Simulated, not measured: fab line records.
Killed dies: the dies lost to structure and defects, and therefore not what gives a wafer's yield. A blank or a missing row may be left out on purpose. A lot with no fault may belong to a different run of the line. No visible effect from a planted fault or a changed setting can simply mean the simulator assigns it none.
fab line records || flow sky130
[record] {"lots": 6, "wafers": 18, "lastDay": 49}
route steps=708 shown VT_ADJUST_PCH@151 SONOS_TUNNEL@154 PAD_OPEN@708
lots that met no fault: taken from a fault-free run of the same line
startH: the number of hours between the record's first day and the start of the first shown wafer of the lot || waitH: time in hours since the lot's previous step || " identical to the entry in the row above || L1.1+2: one row covering several wafers at once || - no value, or no start given || * or withheld: withheld || < > ~ a bound
route shown NAME@n: NAME is a module with steps in the file, n the number in the route of the first one || usual: mean/standard deviation of fault-free wafers || same: alike in all rows || chamber/n: place in a boat || sites: readings site by site || _std_site: standard deviation across them || _edge_site: outer sites' mean less inner sites' || radiusMm: for every site, how far away it sits from the centre of the wafer || mask NAME#n: copy n || behind: the tool/chamber that last shaped the wafer || hold: why the lot was held/for how many hours/how that ended || device: the n, p or np transistor that did not switch || end of line: the route-end tests of the same wafers || a step with no rows: only its recipe || killed: dies lost to structure and defects at the first sort, not the wafer's yield || map: per-die view of a wafer (x killed, . not killed, _ where there is no die)
set.NAME: the setting the step ran with; set.NAME@STEP: the setting that earlier step ran with || model.NAME: the simulator's own value behind a step, which no gauge read
lots at selected steps of the route; one table per step, one row per wafer
services: from which hour (startH, from the record's first day; less than 0 if before it) a tool's chamber was out of use, for how many hours, and why
[[steps]]
[step SKY_VT_ADJUST_PCH_IMPLANT_08]
[recipe] {"species": "B", "energyKev": 10, "doseCm2": 5e+11, "tiltDeg": "withheld"}
[step SKY_VT_ADJUST_PCH_STRIP_09]
[recipe] {"chemistry": "O2/N2", "powerW": 1400, "pressureMtorr": 1500, "platenTempC": "withheld", "o2FlowSccm": 3000, "n2FlowSccm": 300, "overashFraction": 0.5}
[usual] {"drypumpMotorCurrentA": "5.3/0.38", "n2FlowSccm": "300.0/0.89", "oesProductAu": "0.722/0.0044", "stripTimeToEndpointS": "36.90/0.11"}
[same] {"overashFraction": 0.5}
{"lot.wafer": "L875.1", "tool": "plasmaAsher-01", "chamber": 0, "startH": 228.14, "waitH": 0.1, "drypumpMotorCurrentA": 5.3, "n2FlowSccm": 299.9, "oesProductAu": 0.712, "rfHoursCounterH": 11, "stripTimeToEndpointS": 36.86}
{"lot.wafer": "L875.3", "tool": "plasmaAsher-01", "chamber": 0, "startH": 228.14, "waitH": 0.1, "drypumpMotorCurrentA": 5.3, "n2FlowSccm": 298.6, "oesProductAu": 0.717, "rfHoursCounterH": "-", "stripTimeToEndpointS": 36.90}
{"lot.wafer": "L875.6", "tool": "plasmaAsher-01", "chamber": 1, "startH": 228.14, "waitH": 0.1, "drypumpMotorCurrentA": 5.8, "n2FlowSccm": 298.8, "oesProductAu": 0.713, "rfHoursCounterH": "-", "stripTimeToEndpointS": 36.86}
{"lot.wafer": "L878.1", "tool": "plasmaAsher-02", "chamber": 1, "startH": 254.29, "waitH": 0.1, "drypumpMotorCurrentA": 5.0, "n2FlowSccm": 299.4, "oesProductAu": 0.727, "rfHoursCounterH": 57, "stripTimeToEndpointS": 36.99}
{"lot.wafer": "L878.4", "tool": "plasmaAsher-02", "chamber": 1, "startH": 254.29, "waitH": 0.1, "drypumpMotorCurrentA": 4.9, "n2FlowSccm": 298.7, "oesProductAu": 0.713, "rfHoursCounterH": "-", "stripTimeToEndpointS": 36.95}
{"lot.wafer": "L878.5", "tool": "plasmaAsher-02", "chamber": 0, "startH": 254.29, "waitH": 0.1, "drypumpMotorCurrentA": 5.1, "n2FlowSccm": 299.3, "oesProductAu": 0.723, "rfHoursCounterH": "-", "stripTimeToEndpointS": 36.93}
{"lot.wafer": "L885.2", "tool": "plasmaAsher-02", "chamber": 1, "startH": 310.62, "waitH": 0.1, "drypumpMotorCurrentA": 4.9, "n2FlowSccm": 300.0, "oesProductAu": 0.719, "rfHoursCounterH": 63, "stripTimeToEndpointS": 36.92}
{"lot.wafer": "L885.5", "tool": "plasmaAsher-02", "chamber": 1, "startH": 310.62, "waitH": 0.1, "drypumpMotorCurrentA": 5.0, "n2FlowSccm": 298.8, "oesProductAu": 0.721, "rfHoursCounterH": "-", "stripTimeToEndpointS": 36.88}
{"lot.wafer": "L885.6", "tool": "plasmaAsher-02", "chamber": 0, "startH": 310.62, "waitH": 0.1, "drypumpMotorCurrentA": 5.0, "n2FlowSccm": 300.9, "oesProductAu": 0.728, "rfHoursCounterH": "-", "stripTimeToEndpointS": 36.88}
{"lot.wafer": "L883.2", "tool": "plasmaAsher-04", "chamber": 0, "startH": 311.57, "waitH": 0.1, "drypumpMotorCurrentA": 5.0, "n2FlowSccm": 300.7, "oesProductAu": 0.721, "rfHoursCounterH": 48, "stripTimeToEndpointS": 36.97}
{"lot.wafer": "L883.3", "tool": "plasmaAsher-04", "chamber": 1, "startH": 311.57, "waitH": 0.1, "drypumpMotorCurrentA": 5.9, "n2FlowSccm": 299.1, "oesProductAu": 0.715, "rfHoursCounterH": "-", "stripTimeToEndpointS": 36.97}
{"lot.wafer": "L883.4", "tool": "plasmaAsher-04", "chamber": 0, "startH": 311.57, "waitH": 0.1, "drypumpMotorCurrentA": 5.0, "n2FlowSccm": 298.8, "oesProductAu": 0.723, "rfHoursCounterH": "-", "stripTimeToEndpointS": 36.91}
{"lot.wafer": "L893.2", "tool": "plasmaAsher-02", "chamber": 1, "startH": 370.94, "waitH": 0.1, "drypumpMotorCurrentA": 4.9, "n2FlowSccm": 298.3, "oesProductAu": 0.726, "rfHoursCounterH": 71, "stripTimeToEndpointS": 36.83}
{"lot.wafer": "L893.3", "tool": "plasmaAsher-02", "chamber": 1, "startH": 370.94, "waitH": 0.1, "drypumpMotorCurrentA": 4.9, "n2FlowSccm": 300.0, "oesProductAu": 0.721, "rfHoursCounterH": "-", "stripTimeToEndpointS": 36.97}
{"lot.wafer": "L893.4", "tool": "plasmaAsher-02", "chamber": 0, "startH": 370.94, "waitH": 0.1, "drypumpMotorCurrentA": 5.0, "n2FlowSccm": 299.7, "oesProductAu": 0.729, "rfHoursCounterH": "-", "stripTimeToEndpointS": 36.86}
{"lot.wafer": "L895.1", "tool": "plasmaAsher-01", "chamber": 1, "startH": 378.87, "waitH": 0.1, "drypumpMotorCurrentA": 5.8, "n2FlowSccm": 300.2, "oesProductAu": 0.721, "rfHoursCounterH": 21, "stripTimeToEndpointS": 37.04}
{"lot.wafer": "L895.3", "tool": "plasmaAsher-01", "chamber": 0, "startH": 378.87, "waitH": 0.1, "drypumpMotorCurrentA": 5.3, "n2FlowSccm": 301.5, "oesProductAu": 0.728, "rfHoursCounterH": "-", "stripTimeToEndpointS": 37.02}
{"lot.wafer": "L895.6", "tool": "plasmaAsher-01", "chamber": 1, "startH": 378.87, "waitH": 0.1, "drypumpMotorCurrentA": 5.8, "n2FlowSccm": 301.4, "oesProductAu": 0.726, "rfHoursCounterH": "-", "stripTimeToEndpointS": 37.06}
[step SKY_VT_ADJUST_PCH_TW_MEAS_10]
[usual] {"VT_ADJUST_PCH_TW": "141.5/2.2"}
{"lot.wafer": "L875.1", "tool": "filmMetro-03", "chamber": "-", "startH": 228.24, "waitH": 0.1, "VT_ADJUST_PCH_TW": 142.1}
{"lot.wafer": "L875.3", "tool": "filmMetro-03", "chamber": "-", "startH": 228.24, "waitH": 0.1, "VT_ADJUST_PCH_TW": 143.4}
{"lot.wafer": "L875.6", "tool": "filmMetro-03", "chamber": "-", "startH": 228.24, "waitH": 0.1, "VT_ADJUST_PCH_TW": 143.0}
{"lot.wafer": "L878.1", "tool": "filmMetro-04", "chamber": "-", "startH": 254.39, "waitH": 0.1, "VT_ADJUST_PCH_TW": 139.0}
{"lot.wafer": "L878.4", "tool": "filmMetro-04", "chamber": "-", "startH": 254.39, "waitH": 0.1, "VT_ADJUST_PCH_TW": 138.6}
{"lot.wafer": "L878.5", "tool": "filmMetro-04", "chamber": "-", "startH": 254.39, "waitH": 0.1, "VT_ADJUST_PCH_TW": 139.1}
{"lot.wafer": "L885.2", "tool": "filmMetro-01", "chamber": "-", "startH": 310.73, "waitH": 0.1, "VT_ADJUST_PCH_TW": 142.5}
{"lot.wafer": "L885.5", "tool": "filmMetro-01", "chamber": "-", "startH": 310.73, "waitH": 0.1, "VT_ADJUST_PCH_TW": 143.3}
{"lot.wafer": "L885.6", "tool": "filmMetro-01", "chamber": "-", "startH": 310.73, "waitH": 0.1, "VT_ADJUST_PCH_TW": 143.1}
{"lot.wafer": "L883.2", "tool": "filmMetro-03", "chamber": "-", "startH": 311.68, "waitH": 0.1, "VT_ADJUST_PCH_TW": 142.6}
{"lot.wafer": "L883.3", "tool": "filmMetro-03", "chamber": "-", "startH": 311.68, "waitH": 0.1, "VT_ADJUST_PCH_TW": 143.5}
{"lot.wafer": "L883.4", "tool": "filmMetro-03", "chamber": "-", "startH": 311.68, "waitH": 0.1, "VT_ADJUST_PCH_TW": 142.9}
{"lot.wafer": "L893.2", "tool": "filmMetro-04", "chamber": "-", "startH": 371.05, "waitH": 0.1, "VT_ADJUST_PCH_TW": 138.4}
{"lot.wafer": "L893.3", "tool": "filmMetro-04", "chamber": "-", "startH": 371.05, "waitH": 0.1, "VT_ADJUST_PCH_TW": 139.4}
{"lot.wafer": "L893.4", "tool": "filmMetro-04", "chamber": "-", "startH": 371.05, "waitH": 0.1, "VT_ADJUST_PCH_TW": 139.5}
{"lot.wafer": "L895.1", "tool": "filmMetro-04", "chamber": "-", "startH": 378.97, "waitH": 0.1, "VT_ADJUST_PCH_TW": 139.5}
{"lot.wafer": "L895.3", "tool": "filmMetro-04", "chamber": "-", "startH": 378.97, "waitH": 0.1, "VT_ADJUST_PCH_TW": 138.9}
{"lot.wafer": "L895.6", "tool": "filmMetro-04", "chamber": "-", "startH": 378.97, "waitH": 0.1, "VT_ADJUST_PCH_TW": 138.7}
[step SKY_SONOS_TUNNEL_DEHYDRATE_00]
[recipe] {"tempC": 200, "timeS": 60}
[step SKY_SONOS_TUNNEL_HMDS_01]
[recipe] {"primeTimeS": 60, "primeTempC": 120}
[step SKY_SONOS_TUNNEL_COAT_02]
[recipe] {"resist": "NOVOLAK", "spinRpm": 3000, "resistThkNm": 1140}
[step SKY_SONOS_TUNNEL_SOFTBAKE_03]
[recipe] {"tempC": 90, "timeS": 60, "resist": "NOVOLAK"}
[step SKY_SONOS_TUNNEL_EXPOSE_04]
[recipe] {"maskId": "TUNM", "na": 0.6, "sourceShape": "conventional", "sigmaOuter": 0.6, "polarization": "unpolarized", "targetCdNm": 410, "doseMj": 136}
[step SKY_SONOS_TUNNEL_PEB_05]
[recipe] {"tempC": "withheld", "timeS": "*", "resist": "NOVOLAK"}
[step SKY_SONOS_TUNNEL_DEVELOP_06]
[recipe] {"resist": "NOVOLAK", "developer": "TMAH", "developTimeS": 60, "devTempC": 23.38}
[step SKY_SONOS_TUNNEL_CD_MEAS_07]
[recipe] {"targetCdNm": 410}
[usual] {"cdNm": "410.1/2.2"}
{"lot.wafer": "L875.1", "tool": "cdSem-01", "chamber": "-", "startH": 250.20, "waitH": 0.1, "cdNm": 414.0}
{"lot.wafer": "L875.3", "tool": "cdSem-01", "chamber": "-", "startH": 250.20, "waitH": 0.1, "cdNm": 411.9}
{"lot.wafer": "L875.6", "tool": "cdSem-01", "chamber": "-", "startH": 250.20, "waitH": 0.1, "cdNm": 411.8}
{"lot.wafer": "L878.1", "tool": "cdSem-02", "chamber": "-", "startH": 278.03, "waitH": 0.1, "cdNm": 408.9}
{"lot.wafer": "L878.4", "tool": "cdSem-02", "chamber": "-", "startH": 278.03, "waitH": 0.1, "cdNm": 409.4}
{"lot.wafer": "L878.5", "tool": "cdSem-02", "chamber": "-", "startH": 278.03, "waitH": 0.1, "cdNm": 411.6}
{"lot.wafer": "L885.2", "tool": "cdSem-01", "chamber": "-", "startH": 336.61, "waitH": 0.1, "cdNm": 412.9}
{"lot.wafer": "L885.5", "tool": "cdSem-01", "chamber": "-", "startH": 336.61, "waitH": 0.1, "cdNm": 411.8}
{"lot.wafer": "L885.6", "tool": "cdSem-01", "chamber": "-", "startH": 336.61, "waitH": 0.1, "cdNm": 412.9}
{"lot.wafer": "L883.2", "tool": "cdSem-02", "chamber": "-", "startH": 337.97, "waitH": 0.1, "cdNm": 411.4}
{"lot.wafer": "L883.3", "tool": "cdSem-02", "chamber": "-", "startH": 337.97, "waitH": 0.1, "cdNm": 412.4}
{"lot.wafer": "L883.4", "tool": "cdSem-02", "chamber": "-", "startH": 337.97, "waitH": 0.1, "cdNm": 411.2}
{"lot.wafer": "L893.2", "tool": "cdSem-02", "chamber": "-", "startH": 397.51, "waitH": 0.1, "cdNm": 409.9}
{"lot.wafer": "L893.3", "tool": "cdSem-02", "chamber": "-", "startH": 397.51, "waitH": 0.1, "cdNm": 408.6}
{"lot.wafer": "L893.4", "tool": "cdSem-02", "chamber": "-", "startH": 397.51, "waitH": 0.1, "cdNm": 411.9}
{"lot.wafer": "L895.1", "tool": "cdSem-01", "chamber": "-", "startH": 405.35, "waitH": 0.1, "cdNm": 409.0}
{"lot.wafer": "L895.3", "tool": "cdSem-01", "chamber": "-", "startH": 405.35, "waitH": 0.1, "cdNm": 409.8}
{"lot.wafer": "L895.6", "tool": "cdSem-01", "chamber": "-", "startH": 405.35, "waitH": 0.1, "cdNm": 409.6}
[step SKY_SONOS_TUNNEL_OVL_MEAS_08]
[usual] {"SONOS_TUNNEL_OVL": "0.1/1.3"}
{"lot.wafer": "L875.1", "tool": "overlay-01", "chamber": "-", "startH": 250.32, "waitH": 0.1, "SONOS_TUNNEL_OVL[nm]": 0.2}
{"lot.wafer": "L875.3", "tool": "overlay-01", "chamber": "-", "startH": 250.32, "waitH": 0.1, "SONOS_TUNNEL_OVL[nm]": 2.9}
{"lot.wafer": "L875.6", "tool": "overlay-01", "chamber": "-", "startH": 250.32, "waitH": 0.1, "SONOS_TUNNEL_OVL[nm]": 0.9}
{"lot.wafer": "L878.1", "tool": "overlay-01", "chamber": "-", "startH": 278.15, "waitH": 0.1, "SONOS_TUNNEL_OVL[nm]": -1.0}
{"lot.wafer": "L878.4", "tool": "overlay-01", "chamber": "-", "startH": 278.15, "waitH": 0.1, "SONOS_TUNNEL_OVL[nm]": 0.8}
{"lot.wafer": "L878.5", "tool": "overlay-01", "chamber": "-", "startH": 278.15, "waitH": 0.1, "SONOS_TUNNEL_OVL[nm]": 0.6}
{"lot.wafer": "L885.2", "tool": "overlay-02", "chamber": "-", "startH": 336.71, "waitH": 0.1, "SONOS_TUNNEL_OVL[nm]": -0.7}
{"lot.wafer": "L885.5", "tool": "overlay-02", "chamber": "-", "startH": 336.71, "waitH": 0.1, "SONOS_TUNNEL_OVL[nm]": -0.5}
{"lot.wafer": "L885.6", "tool": "overlay-02", "chamber": "-", "startH": 336.71, "waitH": 0.1, "SONOS_TUNNEL_OVL[nm]": -1.6}
{"lot.wafer": "L883.2", "tool": "overlay-02", "chamber": "-", "startH": 338.08, "waitH": 0.1, "SONOS_TUNNEL_OVL[nm]": -0.1}
{"lot.wafer": "L883.3", "tool": "overlay-02", "chamber": "-", "startH": 338.08, "waitH": 0.1, "SONOS_TUNNEL_OVL[nm]": 0.7}
{"lot.wafer": "L883.4", "tool": "overlay-02", "chamber": "-", "startH": 338.08, "waitH": 0.1, "SONOS_TUNNEL_OVL[nm]": 0.4}
{"lot.wafer": "L893.2", "tool": "overlay-01", "chamber": "-", "startH": 397.61, "waitH": 0.1, "SONOS_TUNNEL_OVL[nm]": -0.3}
{"lot.wafer": "L893.3", "tool": "overlay-01", "chamber": "-", "startH": 397.61, "waitH": 0.1, "SONOS_TUNNEL_OVL[nm]": 1.1}
{"lot.wafer": "L893.4", "tool": "overlay-01", "chamber": "-", "startH": 397.61, "waitH": 0.1, "SONOS_TUNNEL_OVL[nm]": -0.9}
{"lot.wafer": "L895.1", "tool": "overlay-01", "chamber": "-", "startH": 405.47, "waitH": 0.1, "SONOS_TUNNEL_OVL[nm]": -1.7}
{"lot.wafer": "L895.3", "tool": "overlay-01", "chamber": "-", "startH": 405.47, "waitH": 0.1, "SONOS_TUNNEL_OVL[nm]": -0.1}
{"lot.wafer": "L895.6", "tool": "overlay-01", "chamber": "-", "startH": 405.47, "waitH": 0.1, "SONOS_TUNNEL_OVL[nm]": -1.2}
[step SKY_SONOS_TUNNEL_IMPLANT_09]
[recipe] {"species": "B", "energyKev": 20, "doseCm2": 1e+12, "tiltDeg": "withheld"}
[usual] {"beamEnergyKeV": "20.000/0.0061", "doseIonsCm2": "9.999e+11/1.2e+09", "endStationPressureTorr": "5e-06/2.5e-07"}
{"lot.wafer": "L875.1", "tool": "implanter-03", "chamber": 0, "startH": 250.36, "waitH": 0.0, "beamEnergyKeV": 19.994, "doseIonsCm2": 9.993e+11, "endStationPressureTorr": 4.91e-06, "model.implant.rpNm": 65.3, "model.implant.drpNm": 28.34}
{"lot.wafer": "L875.3", "tool": "implanter-03", "chamber": 0, "startH": 250.36, "waitH": 0.0, "beamEnergyKeV": 20.007, "doseIonsCm2": 9.99e+11, "endStationPressureTorr": 5.32e-06, "model.implant.rpNm": 65.3, "model.implant.drpNm": 28.34}
{"lot.wafer": "L875.6", "tool": "implanter-03", "chamber": 0, "startH": 250.36, "waitH": 0.0, "beamEnergyKeV": 19.995, "doseIonsCm2": 1.0014e+12, "endStationPressureTorr": 5.41e-06, "model.implant.rpNm": 65.3, "model.implant.drpNm": 28.34}
{"lot.wafer": "L878.1", "tool": "implanter-04", "chamber": 0, "startH": 278.19, "waitH": 0.0, "beamEnergyKeV": 19.999, "doseIonsCm2": 9.991e+11, "endStationPressureTorr": 4.88e-06, "model.implant.rpNm": 66.58, "model.implant.drpNm": 28.34}
{"lot.wafer": "L878.4", "tool": "implanter-04", "chamber": 0, "startH": 278.19, "waitH": 0.0, "beamEnergyKeV": 19.991, "doseIonsCm2": 1e+12, "endStationPressureTorr": 4.67e-06, "model.implant.rpNm": 66.58, "model.implant.drpNm": 28.34}
{"lot.wafer": "L878.5", "tool": "implanter-04", "chamber": 0, "startH": 278.19, "waitH": 0.0, "beamEnergyKeV": 19.994, "doseIonsCm2": 9.998e+11, "endStationPressureTorr": 4.9e-06, "model.implant.rpNm": 66.58, "model.implant.drpNm": 28.34}
{"lot.wafer": "L885.2", "tool": "implanter-04", "chamber": 0, "startH": 336.77, "waitH": 0.0, "beamEnergyKeV": 23.001, "doseIonsCm2": 9.999e+11, "endStationPressureTorr": 5e-06, "model.implant.rpNm": 75.24, "model.implant.drpNm": 32.32}
{"lot.wafer": "L885.5", "tool": "implanter-04", "chamber": 0, "startH": 336.77, "waitH": 0.0, "beamEnergyKeV": 22.991, "doseIonsCm2": 9.982e+11, "endStationPressureTorr": 5.05e-06, "model.implant.rpNm": 75.24, "model.implant.drpNm": 32.32}
{"lot.wafer": "L885.6", "tool": "implanter-04", "chamber": 0, "startH": 336.77, "waitH": 0.0, "beamEnergyKeV": 22.999, "doseIonsCm2": 9.994e+11, "endStationPressureTorr": 4.86e-06, "model.implant.rpNm": 75.24, "model.implant.drpNm": 32.32}
{"lot.wafer": "L883.2", "tool": "implanter-04", "chamber": 0, "startH": 338.13, "waitH": 0.0, "beamEnergyKeV": 22.993, "doseIonsCm2": 1e+12, "endStationPressureTorr": 5.29e-06, "model.implant.rpNm": 75.31, "model.implant.drpNm": 32.32}
{"lot.wafer": "L883.3", "tool": "implanter-04", "chamber": 0, "startH": 338.13, "waitH": 0.0, "beamEnergyKeV": 22.998, "doseIonsCm2": 1.0012e+12, "endStationPressureTorr": 5.37e-06, "model.implant.rpNm": 75.31, "model.implant.drpNm": 32.32}
{"lot.wafer": "L883.4", "tool": "implanter-04", "chamber": 0, "startH": 338.13, "waitH": 0.0, "beamEnergyKeV": 22.990, "doseIonsCm2": 1.0009e+12, "endStationPressureTorr": 4.85e-06, "model.implant.rpNm": 75.31, "model.implant.drpNm": 32.32}
{"lot.wafer": "L893.2", "tool": "implanter-04", "chamber": 0, "startH": 397.67, "waitH": 0.0, "beamEnergyKeV": 20.003, "doseIonsCm2": 9.994e+11, "endStationPressureTorr": 5.13e-06, "model.implant.rpNm": 68.37, "model.implant.drpNm": 28.34}
{"lot.wafer": "L893.3", "tool": "implanter-04", "chamber": 0, "startH": 397.67, "waitH": 0.0, "beamEnergyKeV": 19.996, "doseIonsCm2": 1.0006e+12, "endStationPressureTorr": 5.38e-06, "model.implant.rpNm": 68.37, "model.implant.drpNm": 28.34}
{"lot.wafer": "L893.4", "tool": "implanter-04", "chamber": 0, "startH": 397.67, "waitH": 0.0, "beamEnergyKeV": 20.003, "doseIonsCm2": 1.0008e+12, "endStationPressureTorr": 4.67e-06, "model.implant.rpNm": 68.37, "model.implant.drpNm": 28.34}
{"lot.wafer": "L895.1", "tool": "implanter-04", "chamber": 0, "startH": 405.51, "waitH": 0.0, "beamEnergyKeV": 20.004, "doseIonsCm2": 1.0008e+12, "endStationPressureTorr": 5.04e-06, "model.implant.rpNm": 64.28, "model.implant.drpNm": 28.34}
{"lot.wafer": "L895.3", "tool": "implanter-04", "chamber": 0, "startH": 405.51, "waitH": 0.0, "beamEnergyKeV": 20.000, "doseIonsCm2": 1e+12, "endStationPressureTorr": 4.99e-06, "model.implant.rpNm": 64.28, "model.implant.drpNm": 28.34}
{"lot.wafer": "L895.6", "tool": "implanter-04", "chamber": 0, "startH": 405.51, "waitH": 0.0, "beamEnergyKeV": 19.999, "doseIonsCm2": 1.0016e+12, "endStationPressureTorr": 5.03e-06, "model.implant.rpNm": 64.28, "model.implant.drpNm": 28.34}
[step SKY_SONOS_TUNNEL_WET_ETCH_10]
[recipe] {"chemistry": "dHF", "targetDepthNm": 14, "target": "SiO2", "dilution": "100:1", "tempC": 25, "timeS": 280}
[step SKY_PAD_OPEN_PROBE_99]
[usual] {"killed_at_M0_to_M3": "43/6.5", "killed_at_M4_up": "3.1/1.8", "killedAtContacts": "24/4.8", "killedAtFrontEnd": "15/4.7", "killedAtOther": "0.3/0.58", "killedDies": "86/8.6", "killedOpen": "47/6.7", "killedShort": "39/6.1"}
[same] {"grossDies": 492, "killedAtBackSide": 0}
{"lot.wafer": "L883.2", "tool": "prober-01", "chamber": "-", "startH": 1143.48, "waitH": 0.1, "killed_at_M0_to_M3": 41, "killed_at_M4_up": 4, "killedAtContacts": 32, "killedAtFrontEnd": 10, "killedAtOther": 0, "killedDies": 87, "killedOpen": 55, "killedShort": 32}
{"lot.wafer": "L883.3", "tool": "prober-01", "chamber": "-", "startH": 1143.53, "waitH": 0.2, "killed_at_M0_to_M3": 37, "killed_at_M4_up": 2, "killedAtContacts": 20, "killedAtFrontEnd": 16, "killedAtOther": 0, "killedDies": 75, "killedOpen": 43, "killedShort": 32}
{"lot.wafer": "L883.4", "tool": "prober-01", "chamber": "-", "startH": 1143.58, "waitH": 0.2, "killed_at_M0_to_M3": 47, "killed_at_M4_up": 3, "killedAtContacts": 28, "killedAtFrontEnd": 22, "killedAtOther": 1, "killedDies": 101, "killedOpen": 46, "killedShort": 55}
{"lot.wafer": "L893.2", "tool": "prober-01", "chamber": "-", "startH": 1177.94, "waitH": 0.1, "killed_at_M0_to_M3": 49, "killed_at_M4_up": 5, "killedAtContacts": 24, "killedAtFrontEnd": 18, "killedAtOther": 1, "killedDies": 97, "killedOpen": 49, "killedShort": 48}
{"lot.wafer": "L893.3", "tool": "prober-01", "chamber": "-", "startH": 1177.99, "waitH": 0.2, "killed_at_M0_to_M3": 51, "killed_at_M4_up": 4, "killedAtContacts": 25, "killedAtFrontEnd": 12, "killedAtOther": 0, "killedDies": 92, "killedOpen": 50, "killedShort": 42}
{"lot.wafer": "L893.4", "tool": "prober-01", "chamber": "-", "startH": 1178.04, "waitH": 0.2, "killed_at_M0_to_M3": 33, "killed_at_M4_up": 3, "killedAtContacts": 25, "killedAtFrontEnd": 17, "killedAtOther": 0, "killedDies": 78, "killedOpen": 42, "killedShort": 36}
// killed by level:class
L883.2 VIA1:geometricParticle:open=14 CONTACT:geometricParticle:open=11 VIA3:geometricParticle:open=10 LI_CONTACT:geometricParticle:open=9 CONTACT:geometricParticle:short=7 FIELD_ISO:geometricParticle:short=5 LOCAL_INTERCONNECT:geometricParticle:short=4 VIA2:geometricParticle:open=4
L883.3 VIA1:geometricParticle:open=10 FIELD_ISO:geometricParticle:short=7 CONTACT:geometricParticle:short=7 VIA2:geometricParticle:open=7 CONTACT:geometricParticle:open=6 VIA3:geometricParticle:open=6 LOCAL_INTERCONNECT:geometricParticle:open=3 METAL1:geometricParticle:short=3
L883.4 CONTACT:geometricParticle:open=15 VIA1:geometricParticle:short=8 CONTACT:geometricParticle:short=8 METAL2:geometricParticle:short=8 METAL3:geometricParticle:short=7 FIELD_ISO:geometricParticle:open=5 FIELD_ISO:geometricParticle:short=5 SPACER:geometricParticle:short=5
L893.2 VIA1:geometricParticle:open=10 CONTACT:geometricParticle:open=9 METAL1:geometricParticle:short=8 LI_CONTACT:geometricParticle:open=7 VIA3:geometricParticle:open=7 VIA3:geometricParticle:short=5 VIA2:geometricParticle:open=5 FIELD_ISO:geometricParticle:short=4
L893.3 VIA1:geometricParticle:open=12 METAL1:geometricParticle:short=11 LI_CONTACT:geometricParticle:open=9 CONTACT:geometricParticle:open=6 LOCAL_INTERCONNECT:geometricParticle:short=5 VIA2:geometricParticle:open=5 METAL3:geometricParticle:short=5 VIA3:geometricParticle:open=4
L893.4 CONTACT:geometricParticle:open=11 VIA1:geometricParticle:open=6 VIA2:geometricParticle:open=6 FIELD_ISO:geometricParticle:short=5 LI_CONTACT:geometricParticle:open=5 CONTACT:geometricParticle:short=5 POLY_GATE:geometricParticle:short=4 METAL1:geometricParticle:short=4
[[services]]
{"tool": "implanter-04", "chamber": "-", "startH": 207.75, "hours": 8.5, "kind": "repair"}
{"tool": "implanter-04", "chamber": "-", "startH": 292.84, "hours": 6.4, "kind": "pm"}
{"tool": "plasmaAsher-01", "chamber": "-", "startH": 310.31, "hours": 49.4, "kind": "repair"}
{"tool": "plasmaAsher-01", "chamber": "-", "startH": 330.98, "hours": 1.9, "kind": "repair"}
{"tool": "implanter-03", "chamber": "-", "startH": 338.75, "hours": 7.7, "kind": "repair"}
{"tool": "implanter-03", "chamber": "-", "startH": 373.17, "hours": 1.5, "kind": "repair"}
{"tool": "plasmaAsher-02", "chamber": "-", "startH": 386.27, "hours": 1.2, "kind": "repair"}
[[key]]
[firstSign] {"step": "SKY_SONOS_TUNNEL_IMPLANT_09", "reading": "beamEnergyKeV", "direction": "up", "sigmas": "99+", "usual": "*", "struck": "*"}
effect none on later readings
[modelEffect] {"step": "SKY_SONOS_TUNNEL_IMPLANT_09", "value": "implant.rpNm", "without": 65.58, "struck": 75.28}
metAt SKY_SONOS_TUNNEL_IMPLANT_09
struckWafers L883.2,L883.3,L883.4,L885.2,L885.5,L885.6
testerLeftOut L883,L885
onsetBetween 278.19 336.77
[fault] {"kind": "processParameterDrift", "tool": "implanter-04", "chamber": "-", "onsetH": 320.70, "steps": "SKY_SONOS_TUNNEL_IMPLANT_09", "channel": "energyKev", "offset": "*", "shape": "step", "endH": 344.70, "actsIn": "*", "stated": "*"}
// testerLeftOut: of these lots the tester's yield and bins aren't shown, on N5 and GAA mostly nor the transistor test; their killed dies are dies lost to structure and defects alone, not to doping, threshold or leakage, so they don't give the yield
